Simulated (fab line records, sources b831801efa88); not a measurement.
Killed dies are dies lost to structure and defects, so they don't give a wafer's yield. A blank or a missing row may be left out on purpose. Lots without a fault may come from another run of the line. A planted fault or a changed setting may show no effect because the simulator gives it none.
Chamber matching | flow gf180mcu | GF_V2_CMP_04 on cmp-01: 4 sister chambers
The step polishes SiO2. 14 wafers are shown with their chamber, then 7 later ones without.

WAFERS WITH THEIR CHAMBER
wafer  | chamber | motor_current_A (A) | time_to_endpoint_s (s) | slurry_flow_ml_min
L589.3 | 2       | 13.3                | 71                     | 150.6
L589.5 | 1       | 10.2                | 76                     | 150.1
L589.6 | 0       | 13.7                | 74                     | 149.9
L590.2 | 2       | 13.1                | 71                     | 151.0
L590.4 | 1       | 10.5                | 75                     | 150.2
L590.6 | 1       | 10.1                | 76                     | 149.7
L594.1 | 1       | 9.6                 | 70                     | 150.0
L594.3 | 3       | 12.4                | 71                     | 150.5
L594.6 | 3       | 12.5                | 70                     | 150.0
L595.1 | 3       | 12.4                | 65                     | 150.1
L595.2 | 1       | 9.8                 | 66                     | 150.1
L595.6 | 2       | 14.0                | 76                     | 149.9
L606.1 | 3       | 12.3                | 75                     | 149.9
L606.4 | 2       | 13.8                | 79                     | 149.3

SIGNATURES (means of the wafers above)
reading            | chamber 0 | chamber 1 | chamber 2 | chamber 3 | scatter within a chamber
motor_current_A    | 13.700    | 10.040    | 13.550    | 12.400    | 0.323
time_to_endpoint_s | 74.00     | 72.60     | 74.25     | 70.25     | 4.2
slurry_flow_ml_min | 149.900   | 150.020   | 150.200   | 150.125   | 0.453
Rule: a wafer's distance from a chamber is the root of the sum, over the readings, of the square of ((its reading less the chamber's mean) divided by the reading's scatter). The wafer belongs to the nearest chamber; if the next one is less than 2 further off, it can't be placed. The scatter: the root of (the sum of the squares of (reading less its chamber's mean) over the shown wafers, divided by (wafers less chambers)).

WAFERS WITHOUT THEIR CHAMBER
wafer  | motor_current_A (A) | time_to_endpoint_s (s) | slurry_flow_ml_min
L606.6 | 9.8                 | 79                     | 150.3
L610.2 | 13.6                | 72                     | 150.0
L610.3 | 10.2                | 83                     | 150.2
L610.4 | 12.0                | 82                     | 149.4
L611.1 | 13.8                | 74                     | 150.1
L611.2 | 9.6                 | 68                     | 149.6
L611.6 | 12.1                | 68                     | 149.8

WHICH CHAMBER EACH WENT THROUGH
wafer  | from the rows above     | in truth
L606.6 | 1                       | 1
L610.2 | can't be placed: 0 or 2 | 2
L610.3 | 1                       | 1
L610.4 | can't be placed: 3 or 2 | 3
L611.1 | can't be placed: 0 or 2 | 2
L611.2 | 1                       | 1
L611.6 | 3                       | 3
Placed correctly: 4 of 7. Can't be placed from these rows: 3 (the true chamber is among the candidates in 3). Placed wrongly: 0.
